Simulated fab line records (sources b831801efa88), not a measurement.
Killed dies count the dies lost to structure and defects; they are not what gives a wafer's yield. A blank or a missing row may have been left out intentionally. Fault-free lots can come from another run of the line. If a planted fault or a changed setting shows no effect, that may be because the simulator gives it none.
One fault seen from 2 desks ; flow gf180mcu ; every desk sees just its own numbers, and what lay behind them comes last

THE METROLOGY DESK
What the gauges read, lot by lot, whatever tool the lot ran on: means of the sampled wafers that have a number. A lot is out of limits, marked OUT, if its mean lies more than 4 standard deviations from the usual mean; the brackets give that distance.
Columns: A = MVSD_RS at GF_VT_IMPLANT_RS_MEAS_46, usual 456.5 ohm/sq; B = HV_LDD_CVD_56_THK at GF_HV_LDD_THK_MEAS_57, usual 90.0 nm; C = cd-nm at GF_NSD_CD_MEAS_07, usual 398.6 nm; D = cd-nm at GF_SAB_CD_MEAS_09, usual 421.1 nm
lot;first seen here;A;B;C;D
L218;day 7 15:08;457.3;91.1;401.1;424.6
L219;day 7 22:33;456.8;89.8;400.0;420.5
L220;day 8 00:43;457.4;90.6;395.2;425.5
L221;day 8 09:54;455.2;89.7;398.4;422.1
L225;day 9 12:20;456.4;90.0;394.7;422.3
L228;day 10 13:01;455.8;89.1;388.3 (-4.3) OUT;419.0
L231;day 11 04:16;456.7;89.1;389.5;419.3
L235;day 12 07:34;455.5;89.3;394.8;421.5
L238;day 13 07:01;455.2;90.9;398.6;423.3
L239;day 13 18:14;457.6;90.2;399.7;420.0
L240;day 14 03:11;455.5;90.1;400.8;420.4
L241;day 14 09:32;455.7;89.4;394.8;422.4
This desk finds L228 out of limits, L228 being first, at day 16 23:54 (cd-nm at GF_NSD_CD_MEAS_07). Within limits: L218, L219, L220, L221, L225, L231, L235, L238, L239, L240, L241.

THE TOOL OWNER'S DESK: litho-track-04
The tool's own readings at GF_NSD_COAT_02 (resist thk 1000 nm): means of the sampled wafers that have a number, for each lot that ran on this tool. A lot is out of limits, marked OUT, if its mean lies more than 4 standard deviations from the usual mean; the brackets give that distance.
Columns: A = spin-speed-rpm at GF_NSD_COAT_02, usual 2999.9 rpm
lot;first seen here;A
L219;day 13 09:31;3001.5
L220;day 13 13:11;3000.0
L225;day 15 06:50;3001.8
L228;day 16 12:47;2280.9 (-99 or more) OUT
L231;day 17 09:11;2278.1 (-99 or more) OUT
L239;day 20 07:25;2998.4
L241;day 21 05:16;3001.2
This desk finds L228, L231 out of limits, L228 being first, at day 16 12:47 (spin-speed-rpm at GF_NSD_COAT_02). Within limits: L219, L220, L225, L239, L241.

PUT TOGETHER
An alarm could have come from the tool owner's desk at day 16 12:47, on L228, L231.
The metrology desk could have raised an alarm at day 16 23:54, on L228.
The metrology desk holds a record of L231, inside its limits.
All the named lots went through GF_NSD_COAT_02 on litho-track-04.

WHAT THE SIMULATOR HAD INSERTED
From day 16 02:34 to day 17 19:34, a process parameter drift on litho-track-04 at GF_NSD_COAT_02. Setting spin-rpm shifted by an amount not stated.
Shown lots that were struck: L228, L231.
Counting hours from when the fault started, the first reading out of limits came at 10 for the tool owner's desk and at 21 for the metrology desk.
